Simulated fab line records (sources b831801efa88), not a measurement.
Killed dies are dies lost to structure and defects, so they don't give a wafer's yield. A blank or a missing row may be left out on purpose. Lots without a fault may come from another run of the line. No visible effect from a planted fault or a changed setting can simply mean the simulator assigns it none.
The tool behind it: which one? ; flow gf180mcu ; 7 lots with 20 wafers sampled at 2 steps, on a route of 602 steps

## WHAT EACH GAUGE READ, for each wafer
GF_V2_THK_MEAS_03.
lot;measured;on;V2_CVD_02_THK (nm)
L956;day 19 15:09;film_metro-02;848 834 848
L959;day 20 17:46;film_metro-02;845 859 854
L962;day 22 07:38;film_metro-02;850 872 869
L966;day 23 15:43;film_metro-02;847 867 853
L973;day 25 15:14;film_metro-03;849 874 870
L975;day 26 06:14;film_metro-01;848 876
L978;day 27 02:02;film_metro-02;838 861 865

## WHICH TOOL RAN EACH LOT (tool, then ch and the chambers of the sampled wafers, then the start)
lot;GF_V2_CVD_02
L956;pecvd-01 ch 1,2, day 19 15:04
L959;pecvd-01 ch 0,1,2, day 20 17:41
L962;pecvd-04 ch 0,1, day 22 07:34
L966;pecvd-03 ch 0,2, day 23 15:38
L973;pecvd-03 ch 0,2, day 25 15:10
L975;pecvd-03 ch 0,2, day 26 06:10
L978;pecvd-01 ch 1,2, day 27 01:56
- GF_V2_CVD_02: deposits SiO2 from TEOS, target thk 850 nm, time 94.851 s.

## THE ANSWER, worked out from the rows above alone
Rule: the lots themselves supply what counts as usual. Put in order of their means at a reading, lots are off if they are a third of the lots or fewer, leave a main group of 4 or more, and stand apart from it by a gap of 3 or more times the standard deviation of the main group's means; of several such gaps the widest counts. Not used: any main group whose means are identical at the precision the tables above print for the reading. A lot without any number at a reading at which 4 lots or more have one is off too. The other lots that the step has rows for count as sound.
None of the lots is off at any reading shown; this tells nothing.

## WHAT THE SIMULATOR HAD PUT IN
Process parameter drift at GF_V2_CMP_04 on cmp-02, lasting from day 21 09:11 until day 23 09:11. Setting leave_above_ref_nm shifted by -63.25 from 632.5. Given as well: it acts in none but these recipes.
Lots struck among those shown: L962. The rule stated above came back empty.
